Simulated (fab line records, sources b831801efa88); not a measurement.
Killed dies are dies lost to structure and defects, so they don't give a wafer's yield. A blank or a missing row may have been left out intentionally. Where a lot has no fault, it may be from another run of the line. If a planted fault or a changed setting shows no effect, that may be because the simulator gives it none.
The tool behind it: which one?	flow gf180mcu	42 wafers from 14 lots sampled at 5 of the route's 602 steps

== WHAT THE GAUGES READ, wafer by wafer ==
GF_MVSD_OVL_MEAS_07.
lot	measured	on	MVSD_OVL (nm)
L384	day 4 18:23	overlay-01	2.2 0.6 1.2
L385	day 5 00:21	overlay-01	-0.9 -1.3 0.0
L386	day 5 06:18	overlay-01	-1.0 -0.3 -3.3
L387	day 5 12:02	overlay-02	1.5 1.7 -0.9
L388	day 5 15:57	overlay-01	-2.6 2.0 -1.9
L390	day 6 01:24	overlay-01	-1.1 -1.6 -1.6
L395	day 7 07:59	overlay-02	0.6 1.2 0.2
L396	day 7 14:29	overlay-01	-0.3 -0.6 2.1
L400	day 8 11:26	overlay-02	-1.7 -1.3 1.1
L401	day 8 18:43	overlay-01	-3.4 -1.9 -1.9
L402	day 8 23:55	overlay-02	0.8 1.0 1.0
L404	day 9 13:11	overlay-01	2.0 2.5 1.0
L405	day 9 17:35	overlay-02	-0.4 2.0 2.5
L406	day 9 23:31	overlay-01	-1.9 -0.9 -2.5

GF_VT_IMPLANT_TW_MEAS_21.
lot	measured	on	VT_IMPLANT_2_TW
L384	day 6 13:47	filmMetro-02	1229 1220 1229
L385	day 6 20:35	filmMetro-01	1208 1205 1205
L386	day 7 02:35	filmMetro-04	1218 1210 1214
L387	day 7 09:53	filmMetro-02	1234 1228 1229
L388	day 7 14:13	filmMetro-04	1207 1208 1215
L390	day 8 01:08	filmMetro-02	1225 1222 1221
L395	day 9 09:55	filmMetro-04	1258 1264 1258
L396	day 9 16:52	filmMetro-01	1267 1267 1260
L400	day 10 16:13	filmMetro-01	1200 1210 1208
L401	day 11 00:34	filmMetro-02	1217 1227 1223
L402	day 11 06:01	filmMetro-02	1226 1225 1219
L404	day 11 20:55	filmMetro-02	1228 1220 1223
L405	day 12 02:07	filmMetro-02	1221 1224 1225
L406	day 12 08:16	filmMetro-01	1197 1195 1198

GF_SAB_THK_MEAS_01.
lot	measured	on	SAB_CVD_00_THK (nm)
L384	day 14 15:49	filmMetro-01	49.4 50.4 49.5
L385	day 15 02:00	filmMetro-03	49.9 50.9 51.0
L386	day 15 07:01	filmMetro-01	49.7 50.5 50.5
L387	day 15 19:40	filmMetro-01	50.0 49.9 49.9
L388	day 16 02:40	filmMetro-01	49.4 50.0 50.5
L390	day 16 14:33	filmMetro-03	50.4 49.7 50.7
L395	day 18 13:02	filmMetro-01	49.9 50.5 50.5
L396	day 18 23:18	filmMetro-03	49.3 50.3 50.3
L400	day 20 08:00	filmMetro-03	50.1 50.9 51.4
L401	day 20 19:08	filmMetro-01	49.6 50.7 49.3
L402	day 20 22:14	filmMetro-02	49.3 49.6 50.2
L404	day 21 18:17	filmMetro-02	49.3 49.3 50.1
L405	day 21 19:47	filmMetro-01	50.0 48.9 49.9
L406	day 22 06:54	filmMetro-03	50.1 49.3 49.9

GF_SALICIDE_THK_MEAS_05: measures by xrf.
lot	measured	on	SALICIDE_TIN_THK (nm)
L384	day 15 13:13	filmMetro-02	20.01 19.85 19.66
L385	day 16 00:14	filmMetro-04	19.44 19.50 19.88
L386	day 16 05:13	filmMetro-04	20.17 19.71 19.67
L387	day 16 18:02	filmMetro-04	19.60 19.60 19.91
L388	day 17 02:17	filmMetro-04	19.94 19.60 19.99
L390	day 17 13:49	filmMetro-02	19.72 19.78 19.49
L395	day 19 14:05	filmMetro-04	19.80 19.91 19.93
L396	day 20 00:48	filmMetro-04	19.72 19.59 19.68
L400	day 21 09:00	filmMetro-02	19.75 19.74 19.63
L401	day 21 20:01	filmMetro-03	19.24 19.49 19.23
L402	day 21 22:43	filmMetro-04	19.43 19.40 19.74
L404	day 22 18:14	filmMetro-03	19.68 19.35 19.66
L405	day 22 19:44	filmMetro-02	20.26 19.70 19.69
L406	day 23 06:56	filmMetro-03	19.55 19.63 19.72

== WHAT TOOL EACH LOT RAN ON (gives the tool, then ch and the chambers of the sampled wafers, and finally the start) ==
lot	GF_VT_IMPLANT_IMPLANT_19
L384	implanter-03 ch 0, day 6 13:34
L385	implanter-03 ch 0, day 6 20:20
L386	implanter-04 ch 0, day 7 02:21
L387	implanter-01 ch 0, day 7 09:40
L388	implanter-04 ch 0, day 7 13:59
L390	implanter-01 ch 0, day 8 00:54
L395	implanter-04 ch 0, day 9 09:40
L396	implanter-04 ch 0, day 9 16:37
L400	implanter-03 ch 0, day 10 15:59
L401	implanter-01 ch 0, day 11 00:19
L402	implanter-01 ch 0, day 11 05:46
L404	implanter-03 ch 0, day 11 20:40
L405	implanter-03 ch 0, day 12 01:52
L406	implanter-03 ch 0, day 12 08:01
- GF_VT_IMPLANT_IMPLANT_19

== WHAT THE TOOLS THEMSELVES READ (means of the sampled wafers that have a number; where no wafer has one, the mark that the record gives instead) ==
GF_VT_IMPLANT_IMPLANT_19.
lot	tool	beamEnergyKeV
L384	implanter-03	100.02
L385	implanter-03	99.97
L386	implanter-04	100.00
L387	implanter-01	100.05
L388	implanter-04	99.97
L390	implanter-01	100.01
L395	implanter-04	116.78
L396	implanter-04	116.83
L400	implanter-03	100.04
L401	implanter-01	100.00
L402	implanter-01	100.00
L404	implanter-03	99.98
L405	implanter-03	100.01
L406	implanter-03	100.02

== THE ANSWER, worked out from the rows above alone ==
Rule: usual is defined by the lots themselves. The widest of any qualifying gaps counts: lots, ordered by their means at a reading, are off when they make up no more than a third of the lots, leave a main group of 4 or more, and stand apart from it by 3 or more times the standard deviation of that group's means. A main group whose means are all the same, to the digits that the tables above print for the reading, isn't used. Also off: a lot with no number at a reading for which 4 or more lots have one. Where the step has rows for the other lots, those lots are counted as sound. After the gauges, taken in route order, come the tools' own readings; for these a lot's mean is taken, as printed above. The first step at which some lot is off is used, and at that step the reading that is off furthest; a lot without a number counts as furthest.
Off: L395, L396, at GF_VT_IMPLANT_TW_MEAS_21 (VT_IMPLANT_2_TW). The main group: mean 1217, standard deviation 9.8.
A tool fits if, at a process step before that reading, it ran every lot that is off, and no sound lot after the first of them. The gauges at GF_VT_IMPLANT_TW_MEAS_21 aren't tried: what is off there is off at GF_VT_IMPLANT_IMPLANT_19 too, on other tools, and a gauge's error can't cause that. One fits: GF_VT_IMPLANT_IMPLANT_19 on implanter-04. Its last sound lot is L388 (day 7 13:59), its first lot that is off L395 (day 9 09:40): a fault that began between those two fits.
The tool's own readings at GF_VT_IMPLANT_IMPLANT_19 bear it out: on the lots that are off they differ by more than 5 times the standard deviation of the sound lots' means. beamEnergyKeV reads 116.81 there against 100.01 on the sound lots.

== WHAT HAD BEEN PUT IN BY THE SIMULATOR ==
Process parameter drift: implanter-04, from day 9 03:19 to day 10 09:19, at GF_VT_IMPLANT_IMPLANT_19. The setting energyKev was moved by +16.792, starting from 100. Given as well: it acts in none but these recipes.
Struck lots among those shown: L395, L396. The rule above found the same.
